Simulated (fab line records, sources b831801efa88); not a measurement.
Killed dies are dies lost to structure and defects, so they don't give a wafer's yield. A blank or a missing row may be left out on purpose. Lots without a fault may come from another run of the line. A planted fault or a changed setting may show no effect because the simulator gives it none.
fab line records | flow gf180mcu
record lots=5 wafers=15 last_day=34
route steps=602 shown V1@357 M2@362 V2@382
lots that met no fault: from a run of the same line without faults
start_h: hours from the record's first day to the start of the lot's first wafer shown | wait_h: hours since the lot's step before | " the same as in the row above | L1.1+2: a row that stands for several wafers | - no value, or no start given | * or withheld: withheld | < > ~ a bound
route shown NAME@n: a module of which the file shows steps, and the number in the route of the first | usual: mean/standard deviation of fault-free wafers | same: alike in all rows | chamber/n: place in a boat | sites: the reading at each site | _std_site: their standard deviation | _edge_site: outer sites' mean less inner sites' | radius_mm: how far each site lies from the wafer's centre | mask NAME#n: copy n | behind: the tool/chamber that last shaped the wafer | hold: why the lot was held/for how many hours/how that ended | device: the transistor (n, p or np) that didn't switch | end of line: the same wafers' tests at the end of the route | a step without rows: its recipe alone | killed: dies lost to structure and defects at the first sort, not the wafer's yield | map: a wafer's dies, x killed, . not, _ none there
set.NAME: the setting as run; set.NAME@STEP: as run at that earlier step | model.NAME: the simulator's own value behind a step, which no gauge read
lots at some steps of the route; a table a step, a row a wafer
services: from which hour (start_h, from the record's first day; less than 0 if before it) a tool's chamber was out of use, for how many hours, and why
## steps
# step GF_V1_SPUTTER_22
# recipe material=TiN target_thk_nm=10 chamber_pressure_pa=5 power_w=4000 time_s=40
# usual throttle_valve_pct=30.6/0.85
# same time_s=40
# columns lot.wafer tool chamber start_h wait_h throttle_valve_pct
L078.2 pvd_sputter-04 - 452.39 0.0 30.3
L078.3 " - " " 30.5
L078.4 " - " " 29.0
L079.1 pvd_sputter-04 - 454.55 0.0 30.8
L079.4 " - " " 30.3
L079.6 " - " " 30.8
L093.3 pvd_sputter-04 - 577.60 0.0 30.6
L093.4 " - " " 30.7
L093.5 " - " " 28.8
L095.2 pvd_sputter-03 - 590.80 0.0 31.3
L095.5 " - " " 31.8
L095.6 " - " " 30.0
L096.1 pvd_sputter-03 - 598.09 0.0 31.4
L096.2 " - " " 31.7
L096.5 " - " " 31.5
# step GF_V1_CVD_23
# recipe material=W target_thk_nm=350 time_s=105.05 temp_c=400 pressure_torr=40
# usual heater_power_w=922/71
# same time_s=105.05
# columns lot.wafer tool chamber start_h wait_h heater_power_w
L078.2 cvd_w-02 0 452.43 0.0 875
L078.3 " 1 " " 806
L078.4 " 0 " " 874
L079.1 cvd_w-01 1 454.59 0.0 991
L079.4 " 0 " " 925
L079.6 " 1 " " 1025
L093.3 cvd_w-02 1 577.67 0.1 821
L093.4 " 0 " " 884
L093.5 " 0 " " 871
L095.2 cvd_w-01 1 590.84 0.0 989
L095.5 " 1 " " 998
L095.6 " 0 " " 939
L096.1 cvd_w-01 1 598.13 0.0 1021
L096.2 " 0 " " 947
L096.5 " 0 " " 918
# step GF_V1_RS_MEAS_24
# recipe thk_meas_gauge=four-point-probe reads=W_of_V1_CVD_23+TiN_of_V1_SPUTTER_22+Ti_of_V1_SPUTTER_21
# usual V1_W_RS=0.326/0.0031
# columns lot.wafer tool chamber start_h wait_h V1_W_RS[ohm/sq]
L078.2 film_metro-03 - 452.57 0.1 0.327
L078.3 " - " " 0.330
L078.4 " - " " 0.324
L079.1 film_metro-02 - 454.70 0.1 0.320
L079.4 " - " " 0.326
L079.6 " - " " 0.323
L093.3 film_metro-03 - 577.79 0.1 0.327
L093.4 " - " " 0.326
L093.5 " - " " 0.325
L095.2 film_metro-03 - 590.97 0.1 0.320
L095.5 " - " " 0.321
L095.6 " - " " 0.320
L096.1 film_metro-03 - 598.24 0.1 0.325
L096.2 " - " " 0.322
L096.5 " - " " 0.323
# step GF_V1_THK_MEAS_25
# recipe thk_meas_gauge=xrf reads=W_of_V1_CVD_23
# usual V1_W_THK=355/3.8
# columns lot.wafer tool chamber start_h wait_h V1_W_THK[nm]
L078.2 film_metro-03 - 452.68 0.1 353
L078.3 " - " " 349
L078.4 " - " " 358
L079.1 film_metro-02 - 454.82 0.1 360
L079.4 " - " " 354
L079.6 " - " " 357
L093.3 film_metro-03 - 577.89 0.1 352
L093.4 " - " " 356
L093.5 " - " " 356
L095.2 film_metro-03 - 591.08 0.1 362
L095.5 " - " " 360
L095.6 " - " " 363
L096.1 film_metro-03 - 598.36 0.1 355
L096.2 " - " " 359
L096.5 " - " " 355
# step GF_V1_CMP_26
# recipe stop_on=SiO2 down_force_psi=3.5 platen_rpm=60 t_overpolish_s=15 target_thk_nm=0 pad_velocity_m_s=0.94248
# usual edge_zone_pressure_frac=1.000/0.0047 motor_current_A=11.1/1.2 overpolish_run_s=15.000/0.0096 platen_rpm=59.99/0.038 retaining_ring_pressure_frac=1.001/0.0047 time_to_endpoint_s=85.9/2.7
# columns lot.wafer tool chamber start_h wait_h edge_zone_pressure_frac motor_current_A overpolish_run_s platen_rpm retaining_ring_pressure_frac time_to_endpoint_s
L078.4 cmp-01 2 452.78 0.1 1.007 12.2 15.001 59.99 0.999 86.3
L078.3 " 3 " " 1.003 11.8 14.994 60.00 0.999 86.5
L078.2 " 0 " " 0.999 12.1 14.997 59.97 1.006 84.5
L079.4 cmp-02 2 454.98 0.1 1.000 11.1 15.004 60.00 1.017 84.3
L079.1 " 3 " " 1.000 9.9 15.010 60.00 0.995 84.4
L079.6 " 0 " " 0.995 12.1 15.003 59.99 1.001 81.1
L093.3 cmp-01 0 577.93 0.0 0.998 11.5 14.986 60.02 1.003 87.3
L093.4 " 1 " " 0.999 9.3 15.018 60.01 0.992 82.1
L093.5 " 1 " " 0.996 9.2 14.997 60.05 1.008 84.9
L095.2 cmp-02 0 591.23 0.1 0.996 11.4 15.011 60.04 0.998 84.8
L095.6 " 2 " " 0.999 10.5 14.986 60.00 1.005 90.5
L095.5 " 3 " " 1.001 9.8 15.007 60.01 0.997 89.1
L096.2 cmp-01 2 598.42 0.0 0.993 12.1 14.998 59.98 0.992 84.4
L096.1 " 3 " " 0.996 12.5 14.993 59.96 1.004 87.3
L096.5 " 2 " " 0.993 12.7 14.999 60.00 0.998 84.9
# step GF_M2_SPUTTER_00
# recipe material=Ti target_thk_nm=37.5 arriving_ion_energy_ev=80 substrate_temp_c=200 chamber_pressure_pa=2 power_w=4000 time_s=150
# usual throttle_valve_pct=30.0/0.63
# same time_s=150
# columns lot.wafer tool chamber start_h wait_h throttle_valve_pct
L078.2 pvd_sputter-02 - 453.03 0.1 30.1
L078.3 " - " " 29.4
L078.4 " - " " 29.8
L079.1 pvd_sputter-01 - 455.18 0.1 30.4
L079.4 " - " " 29.9
L079.6 " - " " 30.1
L093.3 pvd_sputter-01 - 578.23 0.2 29.8
L093.4 " - " " 29.1
L093.5 " - " " 29.1
L095.2 pvd_sputter-04 - 591.43 0.1 30.9
L095.5 " - " " 31.0
L095.6 " - " " 30.3
L096.1 pvd_sputter-01 - 598.72 0.2 30.4
L096.2 " - " " 30.2
L096.5 " - " " 29.4
# step GF_M2_SPUTTER_01
# recipe material=TiN target_thk_nm=30 power_w=6500 time_s=25 chamber_pressure_pa=0.4
# usual throttle_valve_pct=30.0/0.6
# same time_s=25
# columns lot.wafer tool chamber start_h wait_h throttle_valve_pct
L078.2 pvd_sputter-02 - 453.13 0.1 30.4
L078.3 " - " " 29.3
L078.4 " - " " 29.9
L079.1 pvd_sputter-01 - 455.28 0.1 30.4
L079.4 " - " " 29.7
L079.6 " - " " 30.1
L093.3 pvd_sputter-01 - 578.33 0.1 29.6
L093.4 " - " " 28.9
L093.5 " - " " 29.1
L095.2 pvd_sputter-04 - 591.53 0.1 30.8
L095.5 " - " " 30.6
L095.6 " - " " 30.4
L096.1 pvd_sputter-01 - 598.82 0.1 30.3
L096.2 " - " " 30.5
L096.5 " - " " 29.4
# step GF_M2_SPUTTER_02
# recipe material=AlCu target_thk_nm=450 power_w=10600 time_s=23.9 chamber_pressure_pa=0.4
# usual throttle_valve_pct=30.0/0.6
# same time_s=23.9
# columns lot.wafer tool chamber start_h wait_h throttle_valve_pct
L078.2 pvd_sputter-02 - 453.16 0.0 29.9
L078.3 " - " " 29.5
L078.4 " - " " 30.0
L079.1 pvd_sputter-01 - 455.31 0.0 30.4
L079.4 " - " " 29.4
L079.6 " - " " 30.0
L093.3 pvd_sputter-01 - 578.36 0.0 29.4
L093.4 " - " " 29.2
L093.5 " - " " 29.1
L095.2 pvd_sputter-04 - 591.56 0.0 30.6
L095.5 " - " " 30.8
L095.6 " - " " 30.3
L096.1 pvd_sputter-01 - 598.85 0.0 30.4
L096.2 " - " " 30.3
L096.5 " - " " 29.7
# step GF_M2_SPUTTER_03
# recipe material=Ti target_thk_nm=10 substrate_temp_c=300 chamber_pressure_pa=0.3 power_w=3000 time_s=6.7
# usual throttle_valve_pct=30.0/0.61
# same time_s=6.7
# columns lot.wafer tool chamber start_h wait_h throttle_valve_pct
L078.2 pvd_sputter-02 - 453.19 0.0 30.0
L078.3 " - " " 29.4
L078.4 " - " " 29.8
L079.1 pvd_sputter-01 - 455.34 0.0 30.4
L079.4 " - " " 29.6
L079.6 " - " " 30.3
L093.3 pvd_sputter-01 - 578.39 0.0 29.8
L093.4 " - " " 28.9
L093.5 " - " " 29.0
L095.2 pvd_sputter-04 - 591.59 0.0 30.8
L095.5 " - " " 30.8
L095.6 " - " " 30.1
L096.1 pvd_sputter-01 - 598.88 0.0 30.4
L096.2 " - " " 30.3
L096.5 " - " " 29.7
# step GF_M2_SPUTTER_04
# recipe material=TiN target_thk_nm=50 power_w=6500 time_s=41.7 chamber_pressure_pa=0.4
# usual throttle_valve_pct=30.0/0.62
# same time_s=41.7
# columns lot.wafer tool chamber start_h wait_h throttle_valve_pct
L078.2 pvd_sputter-02 - 453.21 0.0 30.6
L078.3 " - " " 29.5
L078.4 " - " " 29.9
L079.1 pvd_sputter-01 - 455.36 0.0 30.4
L079.4 " - " " 29.5
L079.6 " - " " 30.1
L093.3 pvd_sputter-01 - 578.41 0.0 29.6
L093.4 " - " " 29.1
L093.5 " - " " 28.8
L095.2 pvd_sputter-04 - 591.61 0.0 30.6
L095.5 " - " " 30.8
L095.6 " - " " 30.2
L096.1 pvd_sputter-01 - 598.90 0.0 30.1
L096.2 " - " " 30.3
L096.5 " - " " 29.4
# step GF_M2_RS_MEAS_05
# recipe thk_meas_gauge=four-point-probe reads=TiN_of_M2_SPUTTER_04+Ti_of_M2_SPUTTER_03+AlCu_of_M2_SPUTTER_02+TiN_of_M2_SPUTTER_01+Ti_of_M2_SPUTTER_00
# usual M2_ALCU_RS=0.0699/0.00067
# columns lot.wafer tool chamber start_h wait_h M2_ALCU_RS[ohm/sq]
L078.2 film_metro-02 - 453.27 0.0 0.0700
L078.3 " - " " 0.0699
L078.4 " - " " 0.0705
L079.1 film_metro-04 - 455.40 0.0 0.0699
L079.4 " - " " 0.0702
L079.6 " - " " 0.0701
L093.3 film_metro-02 - 578.49 0.1 0.0698
L093.4 " - " " 0.0699
L093.5 " - " " 0.0704
L095.2 film_metro-04 - 591.67 0.0 0.0709
L095.5 " - " " 0.0710
L095.6 " - " " 0.0710
L096.1 film_metro-04 - 598.94 0.0 0.0699
L096.2 " - " " 0.0699
L096.5 " - " " 0.0694
# step GF_M2_THK_MEAS_06
# recipe thk_meas_gauge=xrf reads=AlCu_of_M2_SPUTTER_02
# usual M2_ALCU_THK=437/4.7
# columns lot.wafer tool chamber start_h wait_h M2_ALCU_THK[nm]
L078.2 film_metro-02 - 453.38 0.1 434
L078.3 " - " " 435
L078.4 " - " " 432
L079.1 film_metro-04 - 455.52 0.1 441
L079.4 " - " " 441
L079.6 " - " " 443
L093.3 film_metro-02 - 578.59 0.1 432
L093.4 " - " " 433
L093.5 " - " " 429
L095.2 film_metro-04 - 591.78 0.1 436
L095.5 " - " " 435
L095.6 " - " " 436
L096.1 film_metro-04 - 599.06 0.1 439
L096.2 " - " " 443
L096.5 " - " " 445
# step GF_M2_DEHYDRATE_07
# recipe temp_c=200 time_s=60
# same time_s=60
# columns lot.wafer tool chamber start_h wait_h
L078.2+3+4 litho_track-01 0 464.76 11.4
L079.1+4+6 litho_track-02 0 466.68 11.2
L093.3+4+5 litho_track-01 0 588.64 10.0
L095.2+5+6 litho_track-04 0 601.53 9.7
L096.1+2+5 litho_track-01 0 608.79 9.7
# step GF_M2_HMDS_08
# recipe prime_time_s=60 prime_temp_c=120
# usual prime_temp_c=120.02/0.14
# columns lot.wafer tool chamber start_h wait_h prime_temp_c
L078.2 litho_track-01 0 464.91 0.1 120.12
L078.3 " 0 " " 120.07
L078.4 " 0 " " 119.86
L079.1 litho_track-02 0 466.83 0.1 119.91
L079.4 " 0 " " 120.02
L079.6 " 0 " " 120.10
L093.3 litho_track-01 0 588.79 0.1 120.00
L093.4 " 0 " " 119.95
L093.5 " 0 " " 120.17
L095.2 litho_track-04 0 601.68 0.1 119.90
L095.5 " 0 " " 119.89
L095.6 " 0 " " 120.12
L096.1 litho_track-01 0 608.94 0.1 119.88
L096.2 " 0 " " 120.06
L096.5 " 0 " " 119.71
# step GF_M2_COAT_09
# recipe resist=KrF spin_rpm=withheld resist_thk_nm=1000
# columns lot.wafer tool chamber start_h wait_h
L078.2+3+4 litho_track-01 0 465.06 0.1
L079.1+4+6 litho_track-02 0 466.98 0.1
L093.3+4+5 litho_track-01 0 588.94 0.1
L095.2+5+6 litho_track-04 0 601.83 0.1
L096.1+2+5 litho_track-01 0 609.09 0.1
# step GF_M2_SOFTBAKE_10
# recipe temp_c=130 time_s=62.21 resist=KrF
# usual plate_sensor_t_centre_C=131.01/0.011 plate_sensor_t_edge_C=131.21/0.0092
# same time_s=62.21
# columns lot.wafer tool chamber start_h wait_h plate_sensor_t_centre_C plate_sensor_t_edge_C
L078.2 litho_track-01 0 465.21 0.1 131 131.2
L078.3 " 0 " " 131 131.2
L078.4 " 0 " " 131 131.22
L079.1 litho_track-02 0 467.13 0.1 131.01 131.2
L079.4 " 0 " " 131.02 131.21
L079.6 " 0 " " 131.02 131.21
L093.3 litho_track-01 0 589.09 0.1 130.99 131.22
L093.4 " 0 " " 131 131.2
L093.5 " 0 " " 131.02 131.21
L095.2 litho_track-04 0 601.98 0.1 131.02 131.21
L095.5 " 0 " " 131.03 131.22
L095.6 " 0 " " 131.01 131.21
L096.1 litho_track-01 0 609.24 0.1 131.03 131.2
L096.2 " 0 " " 131.03 131.22
L096.5 " 0 " " 131.02 131.22
# step GF_M2_EXPOSE_11
# recipe mask_id=Metal2 target_cd_nm=280 na=0.68 source_shape=conventional sigma_outer=0.6 dose_mj=28
# usual focus_offset_nm=0.1/0.54
# columns lot.wafer tool chamber start_h wait_h mask focus_offset_nm
L078.2 krf_scanner-01 0 - - Metal2#0 -0.6
L078.3 " 0 " " Metal2#0 0.4
L078.4 " 0 " " Metal2#0 -0.7
L079.1 krf_scanner-02 0 - - Metal2#0 0.5
L079.4 " 0 " " Metal2#0 -0.2
L079.6 " 0 " " Metal2#0 -1.3
L093.3 krf_scanner-01 0 - - Metal2#0 0.8
L093.4 " 0 " " Metal2#0 -0.7
L093.5 " 0 " " Metal2#0 0.4
L095.2 krf_scanner-01 0 - - Metal2#0 0.0
L095.5 " 0 " " Metal2#0 -0.2
L095.6 " 0 " " Metal2#0 0.4
L096.1 krf_scanner-01 0 - - Metal2#0 -0.3
L096.2 " 0 " " Metal2#0 0.5
L096.5 " 0 " " Metal2#0 0.3
# step GF_M2_PEB_12
# recipe peb_temp_c=135 peb_time_s=90 resist=KrF
# columns lot.wafer tool chamber start_h wait_h
L078.2+3+4 litho_track-01 0 - -
L079.1+4+6 litho_track-02 0 - -
L093.3+4+5 litho_track-02 0 - -
L095.2+5+6 litho_track-01 0 - -
L096.1+2+5 litho_track-04 0 - -
# step GF_M2_DEVELOP_13
# recipe develop_time_s=60 dev_temp_c=21
# columns lot.wafer tool chamber start_h wait_h
L078.2+3+4 litho_track-01 0 477.46 0.2
L079.1+4+6 litho_track-02 0 479.08 0.2
L093.3+4+5 litho_track-02 0 599.43 0.1
L095.2+5+6 litho_track-01 0 612.66 0.2
L096.1+2+5 litho_track-04 0 619.40 0.2
# step GF_M2_CD_MEAS_14
# recipe target_cd_nm=280
# usual cd_nm=279.8/1
# columns lot.wafer tool chamber start_h wait_h cd_nm
L078.2 cd_sem-02 - 477.61 0.1 279.7
L078.3 " - " " 279.2
L078.4 " - " " 279.8
L079.1 cd_sem-01 - 479.23 0.1 281.0
L079.4 " - " " 279.4
L079.6 " - " " 279.2
L093.3 cd_sem-01 - 599.57 0.1 279.4
L093.4 " - " " 279.4
L093.5 " - " " 278.7
L095.2 cd_sem-01 - 612.81 0.1 279.2
L095.5 " - " " 278.8
L095.6 " - " " 278.4
L096.1 cd_sem-01 - 619.56 0.1 280.8
L096.2 " - " " 281.9
L096.5 " - " " 281.4
# step GF_M2_OVL_MEAS_15
# usual M2_OVL=-1/5.1
# columns lot.wafer tool chamber start_h wait_h M2_OVL[nm]
L078.2 overlay-01 - 477.72 0.1 5
L078.3 " - " " -8
L078.4 " - " " -3
L079.1 overlay-01 - 479.35 0.1 1
L079.4 " - " " -5
L079.6 " - " " -9
L093.3 overlay-02 - 599.66 0.1 -6
L093.4 " - " " -6
L093.5 " - " " -1
L095.2 overlay-02 - 612.91 0.1 4
L095.5 " - " " 4
L095.6 " - " " -1
L096.1 overlay-02 - 619.68 0.1 3
L096.2 " - " " 0
L096.5 " - " " 0
# step GF_M2_METAL_ETCH_16
# recipe chemistry=Cl2/BCl3 mask_material=KrF target_depth_nm=627.5 stop_on=SiO2 pressure_mtorr=8 icp_w=800 bias_w=140 Cl2_flow_sccm=80 bcl3_flow_sccm=40 time_s=104.6
# usual drypump_motor_current_A=5.7/0.38 oes_product_au=0.970/0.0066 throttle_valve_pct=28.251/0.011
# same time_s=104.6
# columns lot.wafer tool chamber start_h wait_h drypump_motor_current_A oes_product_au rf_hours_counter_h throttle_valve_pct
L078.2 rie_metal-01 1 477.75 0.0 6.4 0.969 8 28.269
L078.3 " 0 " " 5.4 0.962 - 28.252
L078.4 " 1 " " 6.4 0.973 - 28.254
L079.1 rie_metal-03 0 479.39 0.0 5.6 0.976 2 28.249
L079.4 " 1 " " 5.4 0.974 - 28.238
L079.6 " 1 " " 5.4 0.976 - 28.260
L093.3 rie_metal-03 0 599.73 0.1 5.6 0.962 - 28.242
L093.4 " 1 " " 5.4 0.977 - 28.255
L093.5 " 0 " " 5.6 0.971 - 28.249
L095.2 rie_metal-04 1 612.94 0.0 5.6 0.951 11 28.279
L095.5 " 1 " " 5.6 0.961 - 28.274
L095.6 " 0 " " 5.9 0.964 - 28.257
L096.1 rie_metal-01 1 619.72 0.0 6.4 0.975 1 28.256
L096.2 " 0 " " 5.4 0.975 9 28.242
L096.5 " 1 " " 6.4 0.973 - 28.243
# step GF_M2_STRIP_17
# recipe chemistry=O2/N2 power_w=1400 pressure_mtorr=1500 platen_temp_c=250 o2_flow_sccm=3000 n2_flow_sccm=300 overash_fraction=0.5
# usual drypump_motor_current_A=5.8/0.37 heater_power_w=360/32 oes_product_au=0.558/0.0049 strip_time_to_endpoint_s=7.86/0.036
# columns lot.wafer tool chamber start_h wait_h drypump_motor_current_A heater_power_w oes_product_au rf_hours_counter_h strip_time_to_endpoint_s
L078.2 plasma_asher-04 0 477.86 0.1 6.0 330 0.556 83 7.86
L078.3 " 0 " " 5.9 334 0.558 - 7.88
L078.4 " 1 " " 6.1 332 0.565 - 7.89
L079.1 plasma_asher-02 0 479.50 0.1 6.0 330 0.557 5 7.83
L079.4 " 1 " " 5.6 405 0.552 - 7.79
L079.6 " 1 " " 5.6 407 0.555 - 7.82
L093.3 plasma_asher-02 0 599.83 0.1 6.1 333 0.563 - 7.91
L093.4 " 1 " " 5.6 415 0.562 - 7.94
L093.5 " 0 " " 6.0 338 0.557 - 7.86
L095.2 plasma_asher-03 0 613.06 0.1 5.1 392 0.559 50 7.85
L095.5 " 1 " " 5.9 359 0.555 - 7.82
L095.6 " 0 " " 5.1 401 0.554 - 7.84
L096.1 plasma_asher-04 1 619.83 0.1 6.0 336 0.553 99 7.78
L096.2 " 0 " " 5.9 330 0.556 99 7.81
L096.5 " 1 " " 6.1 328 0.551 - 7.85
# step GF_M2_STRIP_18
# recipe chemistry=post_etch_residue_remover time_s=1200 temp_c=72.5
# same time_s=1200
# columns lot.wafer tool chamber start_h wait_h
L078.2+3+4 wet_bench-02 0 477.96 0.1
L079.1+4+6 wet_bench-02 0 479.60 0.1
L093.3+4+5 wet_bench-01 3 599.90 0.0
L095.2+5+6 wet_bench-01 3 613.16 0.1
L096.1+2+5 wet_bench-01 2 619.94 0.1
# step GF_M2_CLEAN_19
# recipe chemistry=DIW dry=n2_spin
# columns lot.wafer tool chamber start_h wait_h
L078.2+3+4 wet_bench-03 3 478.30 0.0
L079.1+4+6 wet_bench-03 0 479.94 0.0
L093.3+4+5 wet_bench-03 1 600.27 0.0
L095.2+5+6 wet_bench-03 1 613.53 0.0
L096.1+2+5 wet_bench-02 0 620.32 0.0
# step GF_V2_CVD_00
# recipe material=SiO2 target_thk_nm=600 sigma_open_frac=0.3 temp_c=400 time_s=100 sih4_flow_sccm=60 pressure_mtorr=6
# usual pressure_mtorr=6.002/0.013
# same time_s=100
# columns lot.wafer tool chamber start_h wait_h pressure_mtorr
L078.2 hdpcvd-01 2 478.39 0.0 5.989
L078.3 " 0 " " 6.005
L078.4 " 0 " " 6.014
L079.1 hdpcvd-01 1 480.03 0.0 6.017
L079.4 " 0 " " 5.997
L079.6 " 2 " " 6.021
L093.3 hdpcvd-02 0 600.36 0.0 6.007
L093.4 " 1 " " 6.006
L093.5 " 0 " " 6.008
L095.2 hdpcvd-02 2 613.62 0.0 5.988
L095.5 " 2 " " 6.009
L095.6 " 0 " " 6.019
L096.1 hdpcvd-01 0 620.41 0.0 5.995
L096.2 " 1 " " 6.017
L096.5 " 0 " " 5.983
# step GF_V2_THK_MEAS_01
# recipe reads=SiO2_of_V2_CVD_00
# usual V2_CVD_00_THK=603/4.5
# columns lot.wafer tool chamber start_h wait_h V2_CVD_00_THK[nm]
L078.2 film_metro-02 - 478.47 0.0 601
L078.3 " - " " 592
L078.4 " - " " 593
L079.1 film_metro-02 - 480.11 0.0 603
L079.4 " - " " 607
L079.6 " - " " 608
L093.3 film_metro-04 - 600.46 0.1 612
L093.4 " - " " 600
L093.5 " - " " 600
L095.2 film_metro-02 - 613.70 0.0 609
L095.5 " - " " 599
L095.6 " - " " 600
L096.1 film_metro-04 - 620.48 0.0 604
L096.2 " - " " 604
L096.5 " - " " 605
# step GF_V2_CVD_02
# recipe material=SiO2 target_thk_nm=850 precursor=TEOS temp_c=400 time_s=94.851 rf_w=600
# usual heater_power_w=639/80
# same time_s=94.851
# columns lot.wafer tool chamber start_h wait_h heater_power_w
L078.2 pecvd-04 2 478.52 0.0 568
L078.3 " 1 " " 603
L078.4 " 1 " " 452
L079.1 pecvd-03 2 480.17 0.1 644
L079.4 " 2 " " 666
L079.6 " 1 " " 805
L093.3 pecvd-04 2 600.50 0.0 632
L093.4 " 1 " " 566
L093.5 " 2 " " 629
L095.2 pecvd-04 0 613.75 0.0 593
L095.5 " 1 " " 581
L095.6 " 0 " " 637
L096.1 pecvd-01 2 620.54 0.1 701
L096.2 " 0 " " 606
L096.5 " 0 " " 632
# step GF_V2_THK_MEAS_03
# recipe reads=SiO2_of_V2_CVD_02
# usual V2_CVD_02_THK=851/11
# columns lot.wafer tool chamber start_h wait_h V2_CVD_02_THK[nm]
L078.2 film_metro-01 - 478.60 0.0 850
L078.3 " - " " 824
L078.4 " - " " 858
L079.1 film_metro-04 - 480.24 0.0 851
L079.4 " - " " 857
L079.6 " - " " 867
L093.3 film_metro-02 - 600.59 0.1 847
L093.4 " - " " 863
L093.5 " - " " 864
L095.2 film_metro-01 - 613.83 0.0 856
L095.5 " - " " 857
L095.6 " - " " 865
L096.1 film_metro-01 - 620.61 0.0 843
L096.2 " - " " 837
L096.5 " - " " 850
# step GF_V2_CMP_04
# recipe material=SiO2 down_force_psi=4 platen_rpm=60 pad_velocity_m_s=0.94248
# usual edge_zone_pressure_frac=1.000/0.005 motor_current_A=12.2/1.3 platen_rpm=60.00/0.039 retaining_ring_pressure_frac=1.001/0.0049 time_to_endpoint_s=81/4.8
# columns lot.wafer tool chamber start_h wait_h edge_zone_pressure_frac motor_current_A platen_rpm retaining_ring_pressure_frac time_to_endpoint_s
L078.4 cmp-02 2 478.65 0.0 1.000 11.0 60.03 1.008 88
L078.3 " 3 " " 1.008 10.1 60.02 1.001 72
L078.2 " 1 " " 1.004 12.3 59.99 1.001 83
L079.1 cmp-02 0 480.40 0.1 1.002 12.7 59.93 0.993 82
L079.4 " 1 " " 0.996 12.5 59.99 0.999 85
L079.6 " 2 " " 1.003 10.7 60.01 0.994 90
L093.3 cmp-02 0 600.73 0.1 1.001 12.4 59.96 1.004 78
L093.4 " 1 " " 0.997 11.5 60.08 0.994 86
L093.5 " 3 " " 1.004 10.9 59.95 1.007 86
L095.2 cmp-02 0 614.03 0.2 1.003 12.9 60.00 1.000 77
L095.6 " 1 " " 0.998 12.7 59.96 1.004 82
L095.5 " 2 " " 0.993 11.9 60.01 1.006 83
L096.1 cmp-02 1 620.72 0.1 0.996 13.3 59.95 1.007 77
L096.2 " 2 " " 1.005 12.1 60.04 1.000 78
L096.5 " 1 " " 0.994 12.7 59.99 1.012 83
# step GF_V2_BOW_MEAS_05
# recipe mode=bow
# usual V2_BOW=100/7.9
# columns lot.wafer tool chamber start_h wait_h V2_BOW[um]
L078.2 film_metro-04 - 478.97 0.1 105
L078.3 " - " " 92
L078.4 " - " " 98
L079.1 film_metro-04 - 480.60 0.1 103
L079.4 " - " " 101
L079.6 " - " " 113
L093.3 film_metro-04 - 600.97 0.2 109
L093.4 " - " " 89
L093.5 " - " " 99
L095.2 film_metro-02 - 614.20 0.1 103
L095.5 " - " " 118
L095.6 " - " " 92
L096.1 film_metro-02 - 620.97 0.2 92
L096.2 " - " " 94
L096.5 " - " " 105
# step GF_V2_DEHYDRATE_06
# recipe temp_c=200 time_s=60
# same time_s=60
# columns lot.wafer tool chamber start_h wait_h
L078.2+3+4 litho_track-04 0 490.43 11.4
L079.1+4+6 litho_track-03 0 492.32 11.7
L093.3+4+5 litho_track-03 0 610.82 9.8
L095.2+5+6 litho_track-01 0 623.66 9.4
L096.1+2+5 litho_track-04 0 630.05 9.1
# step GF_V2_HMDS_07
# recipe prime_time_s=60 prime_temp_c=120
# usual prime_temp_c=120.01/0.13
# columns lot.wafer tool chamber start_h wait_h prime_temp_c
L078.2 litho_track-04 0 490.58 0.1 120.26
L078.3 " 0 " " 120.14
L078.4 " 0 " " 120.00
L079.1 litho_track-03 0 492.47 0.1 119.75
L079.4 " 0 " " 119.97
L079.6 " 0 " " 120.02
L093.3 litho_track-03 0 610.97 0.1 119.89
L093.4 " 0 " " 120.10
L093.5 " 0 " " 120.20
L095.2 litho_track-01 0 623.81 0.1 119.91
L095.5 " 0 " " 119.77
L095.6 " 0 " " 119.85
L096.1 litho_track-04 0 630.20 0.1 119.98
L096.2 " 0 " " 120.00
L096.5 " 0 " " 120.10
# step GF_V2_COAT_08
# recipe resist=BARC temp_c=withheld time_s=withheld spin_rpm=withheld resist_thk_nm=withheld
# columns lot.wafer tool chamber start_h wait_h
L078.2+3+4 litho_track-04 0 490.73 0.1
L079.1+4+6 litho_track-03 0 492.62 0.1
L093.3+4+5 litho_track-03 0 611.12 0.1
L095.2+5+6 litho_track-01 0 623.96 0.1
L096.1+2+5 litho_track-04 0 630.35 0.1
# step GF_V2_COAT_09
# recipe resist=KrF spin_rpm=withheld resist_thk_nm=1000
# columns lot.wafer tool chamber start_h wait_h
L078.2+3+4 litho_track-04 0 - -
L079.1+4+6 litho_track-03 0 - -
L093.3+4+5 litho_track-03 0 - -
L095.2+5+6 litho_track-01 0 - -
L096.1+2+5 litho_track-04 0 - -
# step GF_V2_SOFTBAKE_10
# recipe temp_c=130 time_s=57.5 resist=KrF
# same time_s=57.5
# columns lot.wafer tool chamber start_h wait_h
L078.2+3+4 litho_track-04 0 - -
L079.1+4+6 litho_track-03 0 - -
L093.3+4+5 litho_track-03 0 - -
L095.2+5+6 litho_track-01 0 - -
L096.1+2+5 litho_track-04 0 - -
# step GF_V2_EXPOSE_11
# recipe mask_id=Via2 target_cd_nm=260 na=0.68 source_shape=conventional sigma_outer=0.6 dose_mj=38
# usual focus_offset_nm=0.1/0.54
# columns lot.wafer tool chamber start_h wait_h mask focus_offset_nm
L078.2 krf_scanner-01 0 - - Via2#0 -0.7
L078.3 " 0 " " Via2#0 -0.7
L078.4 " 0 " " Via2#0 -0.7
L079.1 krf_scanner-01 0 - - Via2#0 -0.3
L079.4 " 0 " " Via2#0 0.1
L079.6 " 0 " " Via2#0 0.1
L093.3 krf_scanner-01 0 - - Via2#0 -0.2
L093.4 " 0 " " Via2#0 0.2
L093.5 " 0 " " Via2#0 -0.5
L095.2 krf_scanner-02 0 - - Via2#0 0.5
L095.5 " 0 " " Via2#0 -0.2
L095.6 " 0 " " Via2#0 0.2
L096.1 krf_scanner-02 0 - - Via2#0 0.2
L096.2 " 0 " " Via2#0 0.4
L096.5 " 0 " " Via2#0 -0.4
## services
# columns tool chamber start_h hours kind
krf_scanner-02 - 431.24 4.4 pm
cmp-02 - 434.27 5.2 pm
krf_scanner-01 - 447.40 1.5 repair
krf_scanner-02 - 450.20 1.6 repair
krf_scanner-01 - 452.56 1.0 pm
krf_scanner-01 - 455.08 0.8 pm
krf_scanner-02 - 463.62 0.8 pm
cmp-01 - 465.45 4.3 pm
pvd_sputter-02 - 475.18 1.4 repair
cvd_w-01 - 477.37 6.9 pm
krf_scanner-01 - 485.20 1.3 pm
cmp-02 - 487.46 3.1 repair
cmp-02 - 491.23 5.2 pm
pvd_sputter-04 - 498.87 3.5 repair
pvd_sputter-01 - 518.89 4.1 repair
cmp-02 - 522.20 1.8 repair
krf_scanner-01 - 531.47 4.4 pm
krf_scanner-01 - 573.11 0.6 repair
pvd_sputter-01 - 593.20 0.5 repair
krf_scanner-01 - 594.76 0.6 repair
pvd_sputter-04 - 596.42 1.1 repair
wet_bench-03 - 616.59 3.4 repair
krf_scanner-01 - 621.56 1.0 pm
krf_scanner-01 - 623.88 0.8 pm
## key
fault none
